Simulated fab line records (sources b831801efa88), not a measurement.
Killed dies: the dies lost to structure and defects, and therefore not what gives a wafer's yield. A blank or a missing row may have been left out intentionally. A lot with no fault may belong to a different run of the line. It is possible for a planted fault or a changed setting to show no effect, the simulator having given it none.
Matching of chambers -- flow gf180mcu -- GF_V1_CMP_26 on cmp-02 has 4 sister chambers
The step polishes, stops on SiO2, t overpolish 15 s, target thk 0 nm. 20 wafers are shown with their chamber, then 10 later ones without.

== EACH WAFER AND ITS CHAMBER ==
wafer,chamber,motor_current_A (A),time_to_endpoint_s (s),overpolish_run_s (s)
L824.2,2,9.1,87,15.003
L824.3,3,9.8,94,15.005
L824.4,0,12.1,87,14.983
L825.3,2,8.7,89,15.000
L825.5,3,9.8,95,15.001
L825.6,0,12.6,84,15.003
L826.1,2,8.8,94,15.006
L826.4,1,12.3,81,15.010
L826.6,0,11.8,82,14.987
L827.2,2,8.8,91,15.006
L827.4,3,9.6,93,14.994
L827.5,2,8.8,89,14.988
L828.1,0,12.0,88,14.999
L828.2,2,9.1,93,14.995
L828.3,3,9.7,94,14.994
L829.1,1,12.6,83,15.001
L829.3,3,9.8,91,15.007
L829.4,2,8.8,88,15.010
L830.2,3,9.6,91,14.993
L830.4,2,8.8,87,15.015

SIGNATURES (means of the wafers above)
reading,chamber 0,chamber 1,chamber 2,chamber 3,scatter within a chamber
motor_current_A,12.125,12.450,8.863,9.717,0.194
time_to_endpoint_s,85.25,82.00,89.75,93.00,2.35
overpolish_run_s,14.99300,15.00550,15.00287,14.99900,0.00795
Rule: for a wafer and a chamber, the distance is found by dividing, reading by reading, the gap between the wafer's reading and the chamber's mean by the reading's scatter, squaring, summing and taking the root. The wafer belongs to the nearest chamber; if the next one is less than 2 further off, it can't be placed. How the scatter is found: for the shown wafers, subtract from each reading the mean of its chamber, square and add these, divide the total by (wafers less chambers), then take the root.

== WAFERS WITHOUT THEIR CHAMBER ==
wafer,motor_current_A (A),time_to_endpoint_s (s),overpolish_run_s (s)
L830.6,12.2,85,15.011
L836.1,9.9,84,15.015
L836.2,12.1,79,15.005
L836.3,12.6,77,15.007
L838.2,11.7,80,15.014
L838.4,9.7,89,15.004
L838.6,12.5,82,14.988
L837.2,9.4,90,14.998
L837.4,12.3,83,15.004
L837.5,12.5,81,14.997

== CHAMBER TAKEN BY EACH ==
wafer,from the rows above,in truth
L830.6,can't be placed: 1 or 0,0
L836.1,can't be placed: 3 or 2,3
L836.2,can't be placed: 1 or 0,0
L836.3,1,1
L838.2,can't be placed: 0 or 1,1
L838.4,3,3
L838.6,can't be placed: 1 or 0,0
L837.2,can't be placed: 3 or 2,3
L837.4,can't be placed: 1 or 0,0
L837.5,can't be placed: 1 or 0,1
Placed correctly: 2 of 10. These rows do not allow placing 8 (true chamber among the candidates in 8). Wrongly placed: 0.
